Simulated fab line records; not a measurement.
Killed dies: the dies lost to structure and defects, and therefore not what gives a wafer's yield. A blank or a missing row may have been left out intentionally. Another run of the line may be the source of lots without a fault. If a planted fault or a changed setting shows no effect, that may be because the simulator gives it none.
Struck lot and sound lot, side by side -- flow sky130 -- 34 steps out of a route of 708
Sound: the wafers L534.1, L534.5, L534.6. Struck: wafer L521.3 (L521.5, L521.6, from the same lot, were not struck and are left out); the cause is given at the end.
At each step with rows: each side's tool, then ch and its chambers, then its first start. Under that, the readings that differ: sound wafers -- struck wafers -- difference of the means -- sigmas: that difference in standard deviations of wafers without a fault.
alike: a reading whose means differ by less than 2 such deviations, as well as words and numbers matching on both sides. not compared: withheld readings; readings where some wafer has no value; bounds like >300 that might hide an equal value; numbers whose values overlap and for which the record gives no deviation.
The two part at a step that has a row with sigmas, a row that says differs or no value, or rows on one side only. Numbers that have no deviation but don't overlap get no sigmas and don't part them. A reading missing from all wafers of one side parts the sides only when that side holds two or more wafers.

first, 9 steps without rows for these wafers: SKY_VIA1_ETCH_14 (etches BARC in N2/H2, stops on SiO2, time 45.9 s, target depth 60 nm); SKY_VIA1_ETCH_15 (etches SiO2 in C4F8/O2/Ar, stops on TiN, target depth 351 nm, time 54 s); SKY_VIA1_STRIP_16 (strips in O2/N2); SKY_VIA1_STRIP_17 (strips in post etch residue remover, time 1200 s); SKY_VIA1_CLEAN_18 (cleans in IPA, time 180 s); SKY_VIA1_CLEAN_19 (cleans in O3/DIW); SKY_VIA1_SPUTTER_20 (material TiN, target thk 20 nm, time 80 s); SKY_VIA1_CVD_21 (deposits W, target thk 270 nm, time 80.902 s); SKY_VIA1_CMP_24 (polishes, stops on SiO2, t overpolish 15 s, target thk 0 nm).
SKY_METAL2_SPUTTER_00: material Ti, target thk 15 nm, time 10 s.
  sound on pvd-sputter-02 at day 39 17:37; struck on pvd-sputter-02 at day 36 03:41
  alike: throttle-valve-pct
then, 23 steps without rows for these wafers: SKY_METAL2_SPUTTER_01 (material TiN, target thk 20 nm, time 16.7 s); SKY_METAL2_SPUTTER_02 (material AlCu, target thk 250 nm, time 13.3 s); SKY_METAL2_SPUTTER_03 (material Ti, target thk 5 nm, time 3.3 s); SKY_METAL2_SPUTTER_04 (material TiN, target thk 70 nm, time 58.3 s); SKY_METAL2_DEHYDRATE_07 (time 60 s); SKY_METAL2_HMDS_08 (prime time 60 s); SKY_METAL2_COAT_09 (resist thk 60 nm); SKY_METAL2_COAT_10 (resist thk 450 nm); SKY_METAL2_SOFTBAKE_11 (time 90 s); SKY_METAL2_EXPOSE_12 (exposes mask MM2, target cd 140 nm); SKY_METAL2_PEB_13; SKY_METAL2_DEVELOP_14 (develop time 60 s); SKY_METAL2_DESCUM_17 (chemistry O2, time 8 s); SKY_METAL2_ETCH_18 (etches BARC in N2/H2, stops on SiO2, time 45.9 s, target depth 60 nm); SKY_METAL2_METAL_ETCH_19 (etches the open film in Cl2/BCl3, stops on SiO2, target depth 360 nm, time 78 s); SKY_METAL2_STRIP_20 (strips in O2/N2); SKY_METAL2_STRIP_21 (strips in post etch residue remover, time 1200 s); SKY_METAL2_CLEAN_22 (cleans in IPA, time 180 s); SKY_METAL2_CLEAN_23 (cleans in O3/DIW); SKY_VIA2_HDPCVD_00 (deposits SiO2, target thk 1180 nm, time 196.7 s); SKY_VIA2_CMP_02 (polishes SiO2); SKY_VIA2_DEHYDRATE_04 (time 60 s); SKY_VIA2_HMDS_05 (prime time 60 s).
-- the record jumps here: 11 days lie between the struck wafers' starts before and after (it left off in module VIA2 and takes up again in module PAD_OPEN, whose first step shown is number 708 of the route) --
SKY_PAD_OPEN_PROBE_99:
  sound on prober-01 at day 50 00:32; struck on prober-02 at day 47 13:40
reading,sound,struck,difference,sigmas
defect-limited-yield (%),83.5 80.3 81.7,76.2,-5.6,-3
killed_at_M0_to_M3,44 46 46,75,+30,+4
killed-at-other,0 0 0,2,+2,+4
killed-dies,81 97 90,117,+28,+3
killed-on-rim,15 12 15,28,+14,+4
sort_bin_3_pad_short (%),0.6 1.6 1.0,3.3,+2.2,+6
sort_bin_5_function (%),10.4 11.2 9.8,13.8,+3.3,+2
sort-n-pass,411 395 402,375,-28,-3
sort-yield-pct (%),83.5 80.3 81.7,76.2,-5.6,-3
model.etest.tester.sort-n-pass,411 395 402,375,-28,
model.etest.tester.sort-yield-pct (%),83.54 80.28 81.71,76.22,-5.62,
model.etest.tester.sort_bin_5_pct (%),10.37 11.18 9.756,13.82,+3.38,
model.etest.tester.sort_bin_3_pct (%),0.6098 1.626 1.016,3.252,+2.168,
  alike: killed_at_M4_up, killed-at-contacts, killed-at-front-end, killed-open, killed-short, sort_bin_6_memory

## WHERE THEY PART
Only at SKY_PAD_OPEN_PROBE_99, as far as this record shows.

WHY: what the simulator had put in
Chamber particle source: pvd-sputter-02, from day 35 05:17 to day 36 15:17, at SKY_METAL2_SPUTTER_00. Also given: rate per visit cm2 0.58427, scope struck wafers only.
